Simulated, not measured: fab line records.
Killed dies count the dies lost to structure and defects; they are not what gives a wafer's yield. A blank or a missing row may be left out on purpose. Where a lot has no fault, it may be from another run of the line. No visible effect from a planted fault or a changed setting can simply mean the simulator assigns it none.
fab line records + flow sky130
record:
- lots: 12
- wafers: 36
- last_day: 50
route steps=708 shown NWELL@78 VT_ADJUST_NCORE@121 VT_ADJUST_HVTR@142 PAD_OPEN@708
lots that met no fault: from a run of the same line without faults
start_h: hours from the record's opening day to when the first of the lot's shown wafers began + wait_h: how many hours have passed since the lot's step before this one + " repeats the value in the row above + L1.1+2: a single row standing in for several wafers + - no value present, or no start provided + * or withheld: withheld + < > ~ a bound
route shown NAME@n: NAME is a module with steps in the file, n the number in the route of the first one + usual: mean/standard deviation of fault-free wafers + same: alike in all rows + chamber/n: place in a boat + sites: the reading at each site + _std_site: their standard deviation + _edge_site: outer sites' mean less inner sites' + radius_mm: for every site, how far away it sits from the centre of the wafer + mask NAME#n: copy n + behind: tool/chamber where the wafer was last shaped + hold: the reason the lot was held/the length of the hold in hours/how it ended + device: whichever transistor did not switch (one of n, p or np) + end of line: the same wafers' tests at the end of the route + where a step has no rows: the recipe by itself + killed: at the first sort, the dies lost to defects and structure; wafer yield is something else + map: dies across one wafer; x = killed, . = not, _ = none there
set.NAME: the run value of the setting; set.NAME@STEP: its run value at that earlier step + model.NAME: the simulator's own value behind a step, which no gauge read
one table for each step of the route and one row for each wafer, over a sample of lots
services: when a tool's chamber went out of use (start_h, in hours from the record's first day, below 0 if earlier), for how many hours, and the reason
== steps ==
step: SKY_NWELL_STRIP_25
recipe:
- chemistry: O2/N2
- power_w: 1400
- pressure_mtorr: 1500
- platen_temp_c: withheld
- o2_flow_sccm: 3000
- n2_flow_sccm: 300
- overash_fraction: 0.5
usual:
- drypump_motor_current_A: 5.4/0.39
- oes_product_au: 0.722/0.0044
- strip_time_to_endpoint_s: 36.94/0.11
| lot.wafer | tool            | chamber | start_h | wait_h | drypump_motor_current_A | oes_product_au | rf_hours_counter_h | strip_time_to_endpoint_s |
|-----------|-----------------|---------|---------|--------|-------------------------|----------------|--------------------|--------------------------|
| L252.1    | plasma_asher-01 | 0       | 109.23  | 0.1    | 5.8                     | 0.716          | 43                 | 36.97                    |
| L252.2    | "               | 1       | "       | "      | 5.7                     | 0.720          | 43                 | 37.07                    |
| L252.4    | "               | 1       | "       | "      | 5.7                     | 0.722          | -                  | 37.02                    |
| L253.1    | plasma_asher-01 | 0       | 119.62  | 0.1    | 5.8                     | 0.731          | 44                 | 36.87                    |
| L253.2    | "               | 1       | "       | "      | 5.7                     | 0.730          | 44                 | 37.04                    |
| L253.5    | "               | 1       | "       | "      | 5.6                     | 0.719          | -                  | 36.93                    |
| L254.1    | plasma_asher-03 | 1       | 119.88  | 0.1    | 5.5                     | 0.720          | 0                  | 36.69                    |
| L254.3    | "               | 1       | "       | "      | 5.5                     | 0.726          | -                  | 36.72                    |
| L254.4    | "               | 0       | "       | "      | 5.6                     | 0.722          | -                  | 36.81                    |
| L255.1    | plasma_asher-04 | 0       | 129.38  | 0.1    | 4.7                     | 0.718          | 31                 | 36.88                    |
| L255.3    | "               | 0       | "       | "      | 4.7                     | 0.728          | -                  | 36.91                    |
| L255.6    | "               | 1       | "       | "      | 5.4                     | 0.712          | -                  | 36.84                    |
| L257.1    | plasma_asher-04 | 1       | 138.43  | 0.1    | 5.4                     | 0.718          | 32                 | 37.08                    |
| L257.3    | "               | 1       | "       | "      | 5.4                     | 0.725          | -                  | 37.07                    |
| L257.5    | "               | 0       | "       | "      | 4.7                     | 0.723          | -                  | 36.93                    |
| L265.1    | plasma_asher-03 | 0       | 190.23  | 0.1    | 5.6                     | 0.718          | 7                  | 36.92                    |
| L265.2    | "               | 1       | "       | "      | 5.5                     | 0.719          | 7                  | 36.82                    |
| L265.4    | "               | 0       | "       | "      | 5.6                     | 0.719          | -                  | 36.93                    |
| L267.2    | plasma_asher-04 | 1       | 204.48  | 0.1    | 5.4                     | 0.722          | 39                 | 36.87                    |
| L267.5    | "               | 1       | "       | "      | 5.4                     | 0.715          | -                  | 36.82                    |
| L267.6    | "               | 0       | "       | "      | 4.7                     | 0.715          | -                  | 36.97                    |
| L268.2    | plasma_asher-01 | 1       | 209.63  | 0.1    | 5.7                     | 0.721          | 51                 | 36.97                    |
| L268.4    | "               | 0       | "       | "      | 5.8                     | 0.724          | -                  | 36.82                    |
| L268.6    | "               | 0       | "       | "      | 5.9                     | 0.719          | -                  | 36.79                    |
| L269.1    | plasma_asher-01 | 1       | 215.93  | 0.1    | 5.6                     | 0.712          | 52                 | 36.91                    |
| L269.4    | "               | 0       | "       | "      | 5.8                     | 0.725          | -                  | 36.98                    |
| L269.5    | "               | 1       | "       | "      | 5.6                     | 0.726          | -                  | 37.03                    |
| L270.3    | plasma_asher-01 | 1       | 218.86  | 0.1    | 5.7                     | 0.722          | -                  | 36.72                    |
| L270.4    | "               | 0       | "       | "      | 5.9                     | 0.722          | -                  | 36.82                    |
| L270.6    | "               | 1       | "       | "      | 5.7                     | 0.728          | -                  | 36.91                    |
| L271.1    | plasma_asher-01 | 1       | 226.43  | 0.1    | 5.7                     | 0.728          | 53                 | 36.93                    |
| L271.3    | "               | 0       | "       | "      | 5.8                     | 0.724          | -                  | 36.97                    |
| L271.4    | "               | 1       | "       | "      | 5.6                     | 0.722          | -                  | 36.98                    |
| L272.2    | plasma_asher-04 | 1       | 230.48  | 0.1    | 5.4                     | 0.723          | 41                 | 36.95                    |
| L272.3    | "               | 1       | "       | "      | 5.4                     | 0.726          | -                  | 36.98                    |
| L272.6    | "               | 0       | "       | "      | 4.7                     | 0.718          | -                  | 36.94                    |
step: SKY_VT_ADJUST_NCORE_COAT_02
recipe:
- resist: NOVOLAK
- spin_rpm: 3000
- resist_thk_nm: 1140
usual:
- resist_line_temp_C: 22.98/0.1
| lot.wafer | tool           | chamber | start_h | wait_h | resist_line_temp_C |
|-----------|----------------|---------|---------|--------|--------------------|
| L252.1    | litho_track-03 | 0       | 178.25  | 0.1    | 23.08              |
| L252.2    | "              | 0       | "       | "      | 23.05              |
| L252.4    | "              | 0       | "       | "      | 23.10              |
| L253.1    | litho_track-03 | 0       | 191.15  | 0.1    | 23.15              |
| L253.2    | "              | 0       | "       | "      | 23.13              |
| L253.5    | "              | 0       | "       | "      | 23.06              |
| L254.1    | litho_track-04 | 0       | 191.98  | 0.1    | 23.00              |
| L254.3    | "              | 0       | "       | "      | 22.83              |
| L254.4    | "              | 0       | "       | "      | 22.99              |
| L255.1    | litho_track-03 | 0       | 202.10  | 0.1    | 22.99              |
| L255.3    | "              | 0       | "       | "      | 23.08              |
| L255.6    | "              | 0       | "       | "      | 22.95              |
| L257.1    | litho_track-03 | 0       | 211.95  | 0.1    | 23.08              |
| L257.3    | "              | 0       | "       | "      | 22.99              |
| L257.5    | "              | 0       | "       | "      | 22.77              |
| L265.1    | litho_track-04 | 0       | 270.23  | 0.1    | 22.82              |
| L265.2    | "              | 0       | "       | "      | 22.93              |
| L265.4    | "              | 0       | "       | "      | 22.75              |
| L267.2    | litho_track-04 | 0       | 287.36  | 0.1    | 22.95              |
| L267.5    | "              | 0       | "       | "      | 22.77              |
| L267.6    | "              | 0       | "       | "      | 22.84              |
| L268.2    | litho_track-03 | 0       | 293.42  | 0.1    | 23.10              |
| L268.4    | "              | 0       | "       | "      | 23.08              |
| L268.6    | "              | 0       | "       | "      | 23.14              |
| L269.1    | litho_track-03 | 0       | 299.99  | 0.1    | 22.99              |
| L269.4    | "              | 0       | "       | "      | 23.16              |
| L269.5    | "              | 0       | "       | "      | 23.04              |
| L270.3    | litho_track-02 | 0       | 304.33  | 0.1    | 22.96              |
| L270.4    | "              | 0       | "       | "      | 23.02              |
| L270.6    | "              | 0       | "       | "      | 23.03              |
| L271.1    | litho_track-03 | 0       | 311.64  | 0.1    | 22.84              |
| L271.3    | "              | 0       | "       | "      | 22.86              |
| L271.4    | "              | 0       | "       | "      | 22.96              |
| L272.2    | litho_track-03 | 0       | 316.82  | 0.1    | 23.02              |
| L272.3    | "              | 0       | "       | "      | 23.00              |
| L272.6    | "              | 0       | "       | "      | 23.01              |
step: SKY_VT_ADJUST_NCORE_STRIP_10
recipe:
- chemistry: O2/N2
- power_w: 1400
- pressure_mtorr: 1500
- platen_temp_c: withheld
- o2_flow_sccm: 3000
- n2_flow_sccm: 300
- overash_fraction: 0.5
usual:
- drypump_motor_current_A: 6.0/0.41
- oes_product_au: 0.715/0.0046
- strip_time_to_endpoint_s: 14.17/0.049
| lot.wafer | tool            | chamber | start_h | wait_h | drypump_motor_current_A | oes_product_au | rf_hours_counter_h | strip_time_to_endpoint_s |
|-----------|-----------------|---------|---------|--------|-------------------------|----------------|--------------------|--------------------------|
| L252.1    | plasma_asher-02 | 1       | 189.84  | 0.1    | 6.1                     | 0.717          | 51                 | 14.21                    |
| L252.2    | "               | 0       | "       | "      | 6.6                     | 0.722          | 51                 | 14.18                    |
| L252.4    | "               | 0       | "       | "      | 6.6                     | 0.716          | -                  | 14.17                    |
| L253.1    | plasma_asher-02 | 1       | 202.14  | 0.1    | 6.1                     | 0.718          | 53                 | 14.20                    |
| L253.2    | "               | 0       | "       | "      | 6.6                     | 0.717          | 53                 | 14.25                    |
| L253.5    | "               | 0       | "       | "      | 6.6                     | 0.717          | -                  | 14.24                    |
| L254.1    | plasma_asher-03 | 1       | 203.19  | 0.1    | 5.5                     | 0.712          | 9                  | 14.10                    |
| L254.3    | "               | 0       | "       | "      | 5.6                     | 0.718          | -                  | 14.04                    |
| L254.4    | "               | 1       | "       | "      | 5.5                     | 0.715          | -                  | 14.09                    |
| L255.1    | plasma_asher-01 | 0       | 213.79  | 0.1    | 5.9                     | 0.716          | 52                 | 14.04                    |
| L255.3    | "               | 0       | "       | "      | 5.9                     | 0.716          | -                  | 13.99                    |
| L255.6    | "               | 1       | "       | "      | 5.7                     | 0.709          | -                  | 14.01                    |
| L257.1    | plasma_asher-02 | 1       | 227.14  | 0.1    | 6.0                     | 0.714          | 55                 | 13.97                    |
| L257.3    | "               | 0       | "       | "      | 6.6                     | 0.722          | -                  | 13.94                    |
| L257.5    | "               | 1       | "       | "      | 6.0                     | 0.717          | -                  | 13.98                    |
| L265.1    | plasma_asher-02 | 1       | 283.19  | 0.1    | 6.1                     | 0.714          | 61                 | 14.22                    |
| L265.2    | "               | 0       | "       | "      | 6.6                     | 0.713          | 61                 | 14.21                    |
| L265.4    | "               | 0       | "       | "      | 6.6                     | 0.721          | -                  | 14.22                    |
| L267.2    | plasma_asher-02 | 0       | 300.54  | 0.1    | 6.6                     | 0.722          | 62                 | 14.14                    |
| L267.5    | "               | 0       | "       | "      | 6.6                     | 0.711          | -                  | 14.17                    |
| L267.6    | "               | 1       | "       | "      | 6.1                     | 0.714          | -                  | 14.17                    |
| L268.2    | plasma_asher-01 | 1       | 306.54  | 0.1    | 5.6                     | 0.709          | 61                 | 14.15                    |
| L268.4    | "               | 0       | "       | "      | 5.9                     | 0.709          | -                  | 14.17                    |
| L268.6    | "               | 1       | "       | "      | 5.6                     | 0.716          | -                  | 14.19                    |
| L269.1    | plasma_asher-03 | 0       | 312.90  | 0.1    | 5.6                     | 0.720          | 19                 | 14.23                    |
| L269.4    | "               | 1       | "       | "      | 5.5                     | 0.714          | -                  | 14.20                    |
| L269.5    | "               | 1       | "       | "      | 5.5                     | 0.709          | -                  | 14.19                    |
| L270.3    | plasma_asher-02 | 0       | 317.47  | 0.1    | 6.6                     | 0.721          | -                  | 14.21                    |
| L270.4    | "               | 1       | "       | "      | 6.0                     | 0.714          | -                  | 14.20                    |
| L270.6    | "               | 1       | "       | "      | 6.1                     | 0.717          | -                  | 14.24                    |
| L271.1    | plasma_asher-02 | 1       | 325.30  | 0.1    | 6.1                     | 0.715          | 65                 | 14.17                    |
| L271.3    | "               | 0       | "       | "      | 6.6                     | 0.711          | -                  | 14.21                    |
| L271.4    | "               | 1       | "       | "      | 6.1                     | 0.707          | -                  | 14.19                    |
| L272.2    | plasma_asher-02 | 0       | 330.79  | 0.1    | 6.6                     | 0.719          | 65                 | 14.09                    |
| L272.3    | "               | 1       | "       | "      | 6.1                     | 0.708          | -                  | 14.19                    |
| L272.6    | "               | 1       | "       | "      | 6.1                     | 0.719          | -                  | 14.07                    |
step: SKY_VT_ADJUST_NCORE_TW_MEAS_11
usual:
- VT_ADJUST_NCORE_TW: 219.8/1.6
| lot.wafer | tool          | chamber | start_h | wait_h | VT_ADJUST_NCORE_TW |
|-----------|---------------|---------|---------|--------|--------------------|
| L252.1    | film_metro-02 | -       | 189.94  | 0.1    | 219.4              |
| L252.2    | "             | -       | "       | "      | 220.0              |
| L252.4    | "             | -       | "       | "      | 220.7              |
| L253.1    | film_metro-02 | -       | 202.24  | 0.1    | 219.5              |
| L253.2    | "             | -       | "       | "      | 220.3              |
| L253.5    | "             | -       | "       | "      | 219.9              |
| L254.1    | film_metro-02 | -       | 203.29  | 0.1    | 219.2              |
| L254.3    | "             | -       | "       | "      | 218.6              |
| L254.4    | "             | -       | "       | "      | 221.1              |
| L255.1    | film_metro-01 | -       | 213.89  | 0.1    | 220.8              |
| L255.3    | "             | -       | "       | "      | 218.3              |
| L255.6    | "             | -       | "       | "      | 219.3              |
| L257.1    | film_metro-01 | -       | 227.24  | 0.1    | 218.3              |
| L257.3    | "             | -       | "       | "      | 218.7              |
| L257.5    | "             | -       | "       | "      | 219.9              |
| L265.1    | film_metro-04 | -       | 283.29  | 0.1    | 223.0              |
| L265.2    | "             | -       | "       | "      | 221.1              |
| L265.4    | "             | -       | "       | "      | 221.9              |
| L267.2    | film_metro-01 | -       | 300.65  | 0.1    | 220.2              |
| L267.5    | "             | -       | "       | "      | 219.4              |
| L267.6    | "             | -       | "       | "      | 220.8              |
| L268.2    | film_metro-01 | -       | 306.65  | 0.1    | 219.8              |
| L268.4    | "             | -       | "       | "      | 220.4              |
| L268.6    | "             | -       | "       | "      | 220.2              |
| L269.1    | film_metro-04 | -       | 313.00  | 0.1    | 222.5              |
| L269.4    | "             | -       | "       | "      | 222.4              |
| L269.5    | "             | -       | "       | "      | 220.7              |
| L270.3    | film_metro-01 | -       | 317.56  | 0.1    | 217.3              |
| L270.4    | "             | -       | "       | "      | 216.8              |
| L270.6    | "             | -       | "       | "      | 217.3              |
| L271.1    | film_metro-01 | -       | 325.40  | 0.1    | 218.9              |
| L271.3    | "             | -       | "       | "      | 216.2              |
| L271.4    | "             | -       | "       | "      | 217.0              |
| L272.2    | film_metro-04 | -       | 330.90  | 0.1    | 222.3              |
| L272.3    | "             | -       | "       | "      | 221.5              |
| L272.6    | "             | -       | "       | "      | 222.0              |
step: SKY_VT_ADJUST_HVTR_TW_MEAS_11
usual:
- VT_ADJUST_HVTR_TW: 212.7/1
| lot.wafer | tool          | chamber | start_h | wait_h | VT_ADJUST_HVTR_TW |
|-----------|---------------|---------|---------|--------|-------------------|
| L252.1    | film_metro-03 | -       | 211.70  | 0.1    | 213.2             |
| L252.2    | "             | -       | "       | "      | 213.4             |
| L252.4    | "             | -       | "       | "      | 213.1             |
| L253.1    | film_metro-04 | -       | 226.30  | 0.1    | 212.0             |
| L253.2    | "             | -       | "       | "      | 212.4             |
| L253.5    | "             | -       | "       | "      | 213.4             |
| L254.1    | film_metro-03 | -       | 226.49  | 0.1    | 214.5             |
| L254.3    | "             | -       | "       | "      | 214.5             |
| L254.4    | "             | -       | "       | "      | 214.3             |
| L255.1    | film_metro-03 | -       | 235.20  | 0.1    | 215.6             |
| L255.3    | "             | -       | "       | "      | 213.3             |
| L255.6    | "             | -       | "       | "      | 214.5             |
| L257.1    | film_metro-04 | -       | 250.20  | 0.1    | 213.5             |
| L257.3    | "             | -       | "       | "      | 213.5             |
| L257.5    | "             | -       | "       | "      | 213.1             |
| L265.1    | film_metro-03 | -       | 307.94  | 0.1    | 211.8             |
| L265.2    | "             | -       | "       | "      | 211.9             |
| L265.4    | "             | -       | "       | "      | 212.5             |
| L267.2    | film_metro-02 | -       | 327.20  | 0.1    | 212.4             |
| L267.5    | "             | -       | "       | "      | 212.2             |
| L267.6    | "             | -       | "       | "      | 212.8             |
| L268.2    | film_metro-04 | -       | 333.80  | 0.1    | 214.2             |
| L268.4    | "             | -       | "       | "      | 214.2             |
| L268.6    | "             | -       | "       | "      | 213.1             |
| L269.1    | film_metro-03 | -       | 340.29  | 0.1    | 211.2             |
| L269.4    | "             | -       | "       | "      | 212.1             |
| L269.5    | "             | -       | "       | "      | 212.1             |
| L270.3    | film_metro-03 | -       | 345.27  | 0.1    | 213.6             |
| L270.4    | "             | -       | "       | "      | 211.8             |
| L270.6    | "             | -       | "       | "      | 212.4             |
| L271.1    | film_metro-03 | -       | 352.49  | 0.1    | 212.6             |
| L271.3    | "             | -       | "       | "      | 211.4             |
| L271.4    | "             | -       | "       | "      | 212.2             |
| L272.2    | film_metro-04 | -       | 359.11  | 0.1    | 211.3             |
| L272.3    | "             | -       | "       | "      | 213.1             |
| L272.6    | "             | -       | "       | "      | 213.0             |
step: SKY_PAD_OPEN_PROBE_99
usual:
- killed_at_M0_to_M3: 42/7.6
- killed_at_M4_up: 2.9/1.7
- killed_at_contacts: 24/5.1
- killed_at_front_end: 15/4
- killed_at_other: 0.2/0.38
- killed_dies: 84/9.9
- killed_open: 46/7.2
- killed_short: 38/6.6
same:
- gross_dies: 492
- killed_at_back_side: 0
| lot.wafer | tool      | chamber | start_h | wait_h | killed_at_M0_to_M3 | killed_at_M4_up | killed_at_contacts | killed_at_front_end | killed_at_other | killed_dies | killed_open | killed_short |
|-----------|-----------|---------|---------|--------|--------------------|-----------------|--------------------|---------------------|-----------------|-------------|-------------|--------------|
| L252.1    | prober-01 | -       | 1084.80 | 0.1    | 40                 | 4               | 25                 | 16                  | 0               | 85          | 45          | 40           |
| L252.2    | prober-01 | -       | 1084.85 | 0.1    | 37                 | 3               | 21                 | 17                  | 0               | 78          | 34          | 44           |
| L252.4    | prober-01 | -       | 1084.95 | 0.2    | 44                 | 1               | 23                 | 16                  | 0               | 84          | 48          | 36           |
| L255.1    | prober-02 | -       | 1101.99 | 0.1    | 37                 | 5               | 30                 | 13                  | 0               | 85          | 47          | 38           |
| L255.3    | prober-02 | -       | 1102.09 | 0.2    | 30                 | 2               | 32                 | 17                  | 0               | 81          | 47          | 34           |
| L255.6    | prober-02 | -       | 1102.24 | 0.2    | 32                 | 0               | 24                 | 23                  | 1               | 80          | 41          | 39           |
| L257.1    | prober-02 | -       | 1116.34 | 0.1    | 25                 | 3               | 33                 | 10                  | 0               | 71          | 40          | 31           |
| L257.3    | prober-02 | -       | 1116.44 | 0.2    | 37                 | 2               | 32                 | 19                  | 0               | 90          | 49          | 41           |
| L257.5    | prober-02 | -       | 1116.54 | 0.2    | 46                 | 1               | 30                 | 18                  | 0               | 95          | 53          | 42           |
killed by level:class
L252.1 CONTACT:geometric_particle:open=9 VIA1:geometric_particle:open=9 VIA3:geometric_particle:open=7 LI_CONTACT:geometric_particle:open=6 VIA2:geometric_particle:open=6 FIELD_ISO:geometric_particle:short=5 CONTACT:geometric_particle:short=5 METAL2:geometric_particle:short=5
L252.2 VIA1:geometric_particle:short=9 VIA1:geometric_particle:open=7 LI_CONTACT:geometric_particle:open=5 CONTACT:geometric_particle:short=5 FIELD_ISO:geometric_particle:short=4 POLY_GATE:geometric_particle:short=4 LOCAL_INTERCONNECT:geometric_particle:short=4 CONTACT:geometric_particle:open=4
L252.4 CONTACT:geometric_particle:open=12 VIA1:geometric_particle:open=12 METAL2:geometric_particle:short=8 VIA2:geometric_particle:open=5 VIA1:geometric_particle:short=5 VIA3:geometric_particle:open=5 FIELD_ISO:geometric_particle:open=4 LOCAL_INTERCONNECT:geometric_particle:short=4
L255.1 LI_CONTACT:geometric_particle:open=12 CONTACT:geometric_particle:open=8 VIA1:geometric_particle:short=7 VIA2:geometric_particle:open=6 VIA1:geometric_particle:open=5 VIA3:geometric_particle:open=5 FIELD_ISO:geometric_particle:open=4 POLY_GATE:geometric_particle:short=4
L255.3 CONTACT:geometric_particle:open=20 METAL2:geometric_particle:short=7 LI_CONTACT:geometric_particle:open=5 FIELD_ISO:geometric_particle:open=4 FIELD_ISO:geometric_particle:short=4 POLY_GATE:geometric_particle:short=4 CONTACT:geometric_particle:short=4 VIA1:geometric_particle:open=4
L255.6 CONTACT:geometric_particle:open=8 VIA3:geometric_particle:open=7 FIELD_ISO:geometric_particle:short=6 POLY_GATE:geometric_particle:short=5 POLY_GATE:geometric_particle:open=5 LI_CONTACT:geometric_particle:short=5 FIELD_ISO:geometric_particle:open=4 CONTACT:geometric_particle:short=4
L257.1 LI_CONTACT:geometric_particle:open=12 CONTACT:geometric_particle:open=9 VIA2:geometric_particle:open=6 FIELD_ISO:geometric_particle:short=5 VIA3:geometric_particle:open=5 POLY_GATE:geometric_particle:short=4 LI_CONTACT:geometric_particle:short=3 LOCAL_INTERCONNECT:geometric_particle:short=3
L257.3 LI_CONTACT:geometric_particle:open=11 FIELD_ISO:geometric_particle:short=9 VIA1:geometric_particle:open=9 CONTACT:geometric_particle:open=7 CONTACT:geometric_particle:short=6 METAL2:geometric_particle:short=5 VIA3:geometric_particle:open=5 LOCAL_INTERCONNECT:geometric_particle:short=4
L257.5 VIA1:geometric_particle:open=14 CONTACT:geometric_particle:open=11 POLY_GATE:geometric_particle:open=8 LI_CONTACT:geometric_particle:open=8 METAL2:geometric_particle:short=8 METAL1:geometric_particle:short=7 CONTACT:geometric_particle:short=6 VIA3:geometric_particle:open=5
== services ==
| tool            | chamber | start_h | hours | kind       |
|-----------------|---------|---------|-------|------------|
| plasma_asher-03 | -       | 92.59   | 10.3  | repair     |
| plasma_asher-03 | -       | 108.75  | 9.0   | pm         |
| plasma_asher-03 | 0       | 108.75  | 9.0   | vent_cycle |
| plasma_asher-03 | 1       | 108.75  | 9.0   | vent_cycle |
| plasma_asher-03 | 0       | 117.75  | -     | clean      |
| plasma_asher-03 | 1       | 117.75  | -     | clean      |
| plasma_asher-01 | -       | 127.37  | 2.8   | pm         |
| plasma_asher-01 | -       | 178.17  | 14.6  | pm         |
| plasma_asher-02 | -       | 213.26  | 2.0   | repair     |
| plasma_asher-01 | -       | 245.51  | 0.6   | repair     |
== key ==
first_sign:
- step: SKY_VT_ADJUST_NCORE_STRIP_10
- reading: strip_time_to_endpoint_s
- direction: down
- sigmas: 3.6
- usual: *
- struck: *
effect none on later readings
met_at SKY_VT_ADJUST_NCORE_COAT_02
struck_lots L255,L257
tester_left_out L255,L257
not_acting_at SKY_NWELL_STRIP_25,SKY_VT_ADJUST_NCORE_TW_MEAS_11,SKY_VT_ADJUST_HVTR_TW_MEAS_11
onset_between 191.15 202.10
fault:
- kind: process_parameter_drift
- tool: litho_track-03
- chamber: -
- onset_h: 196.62
- steps: SKY_VT_ADJUST_NCORE_COAT_02
- channel: resist_thk_nm
- offset: -16.695
- shape: step
- end_h: 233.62
- acts_in: these_recipes_only
- stated: 1140
tester_left_out: of these lots the tester's yield and bins aren't shown, on N5 and GAA mostly nor the transistor test; their killed dies are dies lost to structure and defects alone, not to doping, threshold or leakage, so they don't give the yield
